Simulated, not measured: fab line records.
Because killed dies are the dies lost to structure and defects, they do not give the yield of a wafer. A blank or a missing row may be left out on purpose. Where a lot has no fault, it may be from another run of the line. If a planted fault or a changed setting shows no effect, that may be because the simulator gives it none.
Chamber matching / flow sky130 / SKY_VIA1_ETCH_14 on rieDiel-04: 4 sister chambers
The step etches BARC in N2/H2, stops on SiO2, time 45.9 s, target depth 60 nm. 4 wafers are shown with their chamber, then 11 later ones without.

## WAFERS PAIRED WITH THEIR CHAMBERS
wafer=L081.2; chamber=1; drypumpMotorCurrentA (A)=5.1
wafer=L084.2; chamber=3; drypumpMotorCurrentA (A)=5.9
wafer=L084.4; chamber=2; drypumpMotorCurrentA (A)=6.2
wafer=L087.2; chamber=0; drypumpMotorCurrentA (A)=5.7

## WAFERS WITHOUT THEIR CHAMBER
wafer=L087.4; drypumpMotorCurrentA (A)=5.9
wafer=L087.5; drypumpMotorCurrentA (A)=6.2
wafer=L089.2; drypumpMotorCurrentA (A)=5.9
wafer=L089.3; drypumpMotorCurrentA (A)=6.3
wafer=L089.4; drypumpMotorCurrentA (A)=5.1
wafer=L094.1; drypumpMotorCurrentA (A)=5.1
wafer=L094.4; drypumpMotorCurrentA (A)=5.9
wafer=L094.6; drypumpMotorCurrentA (A)=5.1
wafer=L096.2; drypumpMotorCurrentA (A)=6.2
wafer=L096.4; drypumpMotorCurrentA (A)=5.7
wafer=L096.5; drypumpMotorCurrentA (A)=5.7

## WHICH CHAMBER EACH ONE RAN IN
wafer=L087.4; from the rows above=3; in truth=3
wafer=L087.5; from the rows above=2; in truth=2
wafer=L089.2; from the rows above=3; in truth=3
wafer=L089.3; from the rows above=2; in truth=2
wafer=L089.4; from the rows above=1; in truth=1
wafer=L094.1; from the rows above=1; in truth=1
wafer=L094.4; from the rows above=3; in truth=3
wafer=L094.6; from the rows above=1; in truth=1
wafer=L096.2; from the rows above=2; in truth=2
wafer=L096.4; from the rows above=0; in truth=0
wafer=L096.5; from the rows above=0; in truth=0
11 of 11 placed correctly. Can't be placed from these rows: 0. Placed wrongly: 0.
How it was worked out, from the rows above alone: a wafer's distance from a chamber is the root of the sum, over the readings, of the square of ((its reading less the chamber's mean) divided by the reading's scatter). The wafer belongs to the nearest chamber; if the next one is less than 2 further off, it can't be placed. For every chamber, the mean is computed from those of its wafers that are shown. The scatter (one wafer shown for each chamber): square how far every hidden wafer sits from the nearest shown wafer, average those squares and take the square root.
